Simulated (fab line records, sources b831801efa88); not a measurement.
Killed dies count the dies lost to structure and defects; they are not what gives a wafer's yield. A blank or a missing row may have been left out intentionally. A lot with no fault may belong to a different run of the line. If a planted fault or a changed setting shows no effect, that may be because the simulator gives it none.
Commonality check across tools | flow gf180mcu | Sample size 12 lots and 36 wafers

REASON IT WAS OPENED
3 of 12 lots carry a flag on the reading NSD_RS at GF_PSD_RS_MEAS_14. No-fault wafers: 46.14 ohm/sq, standard deviation 0.093.
Rule: a lot is flagged in two cases, either no wafer of it has a number, or all its wafers with numbers fall more than 4 standard deviations from that mean. All remaining lots are regarded as sound.

lot  | measured     | on            | NSD_RS (ohm/sq), wafer by wafer | flag
L422 | day 14 06:04 | film metro-04 | 46.04 46.06 46.12               |
L427 | day 16 00:19 | film metro-04 | 46.19 46.15 46.15               |
L428 | day 16 10:22 | film metro-02 | 46.30 46.20 46.16               |
L431 | day 17 17:14 | film metro-04 | 46.03 46.00 46.05               |
L432 | day 17 21:10 | film metro-03 | 47.45 47.39 47.48               | FLAGGED
L433 | day 18 08:42 | film metro-02 | 47.60 47.53 47.57               | FLAGGED
L434 | day 18 12:04 | film metro-04 | 47.40 47.37 47.43               | FLAGGED
L441 | day 21 04:59 | film metro-04 | 46.18 46.13 46.15               |
L442 | day 21 10:55 | film metro-03 | 46.10 46.20 45.95               |
L444 | day 22 01:43 | film metro-02 | 46.24 46.14 46.25               |
L443 | day 22 03:11 | film metro-04 | 46.18 46.15 46.11               |
L445 | day 22 11:08 | film metro-04 | 46.04 46.07 46.06               |
Average over the flagged lots: 47.47 ohm/sq; offset from the usual +1.33 ohm/sq, equal to +14 standard deviations.

LOT BY LOT: THE TOOL USED
Before the reading, the record contains 2 process steps out of a 602-step route. Each cell gives the tool, then ch followed by the chambers the sampled wafers passed through, then the start.
lot  | flag    | GF_NSD_IMPLANT_10               | GF_NSD_STRIP_11
L422 |         | implanter-01 ch 0, day 13 09:23 | plasma asher-04 ch 0,1, day 13 09:32
L427 |         | implanter-03 ch 0, day 15 01:56 | plasma asher-03 ch 0,1, day 15 02:05
L428 |         | implanter-03 ch 0, day 15 12:26 | plasma asher-01 ch 0,1, day 15 12:35
L431 |         | implanter-01 ch 0, day 16 17:50 | plasma asher-03 ch 0,1, day 16 17:58
L432 | FLAGGED | implanter-01 ch 0, day 16 20:50 | plasma asher-04 ch 0,1, day 16 20:59
L433 | FLAGGED | implanter-01 ch 0, day 17 08:52 | plasma asher-04 ch 0,1, day 17 09:00
L434 | FLAGGED | implanter-01 ch 0, day 17 12:08 | plasma asher-01 ch 0, day 17 12:17
L441 |         | implanter-03 ch 0, day 20 04:07 | plasma asher-03 ch 0,1, day 20 04:14
L442 |         | implanter-04 ch 0, day 20 10:34 | plasma asher-04 ch 0,1, day 20 10:42
L444 |         | implanter-04 ch 0, day 21 01:10 | plasma asher-01 ch 1, day 21 01:19
L443 |         | implanter-01 ch 0, day 21 03:16 | plasma asher-03 ch 0,1, day 21 03:23
L445 |         | implanter-01 ch 0, day 21 10:53 | plasma asher-01 ch 0,1, day 21 11:02
What the steps here do:
- GF_NSD_IMPLANT_10
- GF_NSD_STRIP_11: strips in O2/N2.
- GF_PSD_RS_MEAS_14: measures by four-point-probe.

FLAGGED AGAINST TOTAL, ONE TOOL AT A TIME (gauges that did the reading follow at the end)
step              | tool            | lots run | flagged | share of the flagged lots | sound lots run after its first flagged lot
GF_NSD_IMPLANT_10 | implanter-01    | 7        | 3       | all                       | 2 (L443,L445)
GF_NSD_IMPLANT_10 | implanter-03    | 3        | 0       | none                      | -
GF_NSD_IMPLANT_10 | implanter-04    | 2        | 0       | none                      | -
GF_NSD_STRIP_11   | plasma asher-01 | 4        | 1       | some                      | 2 (L444,L445)
GF_NSD_STRIP_11   | plasma asher-03 | 4        | 0       | none                      | -
GF_NSD_STRIP_11   | plasma asher-04 | 4        | 2       | some                      | 1 (L442)
GF_PSD_RS_MEAS_14 | film metro-02   | 3        | 1       | some                      | 1 (L444)
GF_PSD_RS_MEAS_14 | film metro-03   | 2        | 1       | some                      | 1 (L442)
GF_PSD_RS_MEAS_14 | film metro-04   | 7        | 1       | some                      | 3 (L441,L443,L445)

WHAT THE TABLE ALLOWS
In the table, 1 row covers all flagged lots: implanter-01 at GF_NSD_IMPLANT_10.
- implanter-01 at GF_NSD_IMPLANT_10: 3 of its 7 lots flagged. Lots that were sound ran on it after the first flagged one (L443, L445); a persistent fault on the entire tool would not allow that. Its own readings lie more than 4 standard deviations out on every wafer of the flagged lots: beam on s, faraday current uA.
None of the table's rows ran every flagged lot and, after the first, no sound lot.

WHAT THE SIMULATOR PUT IN
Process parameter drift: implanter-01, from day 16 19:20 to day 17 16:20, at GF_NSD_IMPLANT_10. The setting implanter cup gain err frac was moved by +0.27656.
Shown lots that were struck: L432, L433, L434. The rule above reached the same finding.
